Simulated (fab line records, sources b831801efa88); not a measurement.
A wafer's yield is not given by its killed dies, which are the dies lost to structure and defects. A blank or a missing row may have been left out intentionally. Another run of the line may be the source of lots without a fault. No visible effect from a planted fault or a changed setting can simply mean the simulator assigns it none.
Matching of chambers :: flow sfq line :: rie diel-03 running SFQ_TRILAYER_I6_VIA_ETCH_VIA_ETCH_172: 4 sister chambers
The step etches SiO2 in CHF3, stops on Nb, target depth 260 nm. 8 wafers are shown with their chamber, then 7 later ones without.

== EACH WAFER AND ITS CHAMBER ==
wafer: L792.1
chamber: 3
drypump motor current A (A): 6.3
oes product au (a.u.): 0.852

wafer: L794.2
chamber: 0
drypump motor current A (A): 6.1
oes product au (a.u.): 0.853

wafer: L794.5
chamber: 1
drypump motor current A (A): 5.2
oes product au (a.u.): 0.867

wafer: L795.1
chamber: 1
drypump motor current A (A): 5.2
oes product au (a.u.): 0.854

wafer: L795.5
chamber: 3
drypump motor current A (A): 6.3
oes product au (a.u.): 0.868

wafer: L799.3
chamber: 2
drypump motor current A (A): 6.8
oes product au (a.u.): 0.865

wafer: L801.3
chamber: 0
drypump motor current A (A): 6.1
oes product au (a.u.): 0.850

wafer: L801.4
chamber: 2
drypump motor current A (A): 6.7
oes product au (a.u.): 0.863

== WAFERS MISSING THEIR CHAMBER ==
wafer: L801.5
drypump motor current A (A): 6.1
oes product au (a.u.): 0.856

wafer: L807.1
drypump motor current A (A): 5.3
oes product au (a.u.): 0.863

wafer: L807.3
drypump motor current A (A): 6.7
oes product au (a.u.): 0.850

wafer: L807.4
drypump motor current A (A): 6.1
oes product au (a.u.): 0.862

wafer: L814.2
drypump motor current A (A): 6.7
oes product au (a.u.): 0.857

wafer: L814.5
drypump motor current A (A): 6.1
oes product au (a.u.): 0.853

wafer: L814.6
drypump motor current A (A): 6.3
oes product au (a.u.): 0.856

== CHAMBER TAKEN BY EACH ==
wafer: L801.5
from the rows above: 0
in truth: 0

wafer: L807.1
from the rows above: 1
in truth: 1

wafer: L807.3
from the rows above: 2
in truth: 2

wafer: L807.4
from the rows above: 0
in truth: 0

wafer: L814.2
from the rows above: 2
in truth: 2

wafer: L814.5
from the rows above: 0
in truth: 0

wafer: L814.6
from the rows above: 3
in truth: 3
Correctly placed: 7 of 7. Left unplaced by these rows: 0. Placed wrongly: 0.
How it was worked out, from the rows above alone: a wafer's distance from a chamber is the root of the sum, over the readings, of the square of ((its reading less the chamber's mean) divided by the reading's scatter). The wafer belongs to the nearest chamber; if the next one is less than 2 further off, it can't be placed. For every chamber, the mean is computed from those of its wafers that are shown. The scatter is the square root of a quotient: the sum, over the shown wafers, of each reading's squared deviation from its chamber's mean, divided by wafers minus chambers.
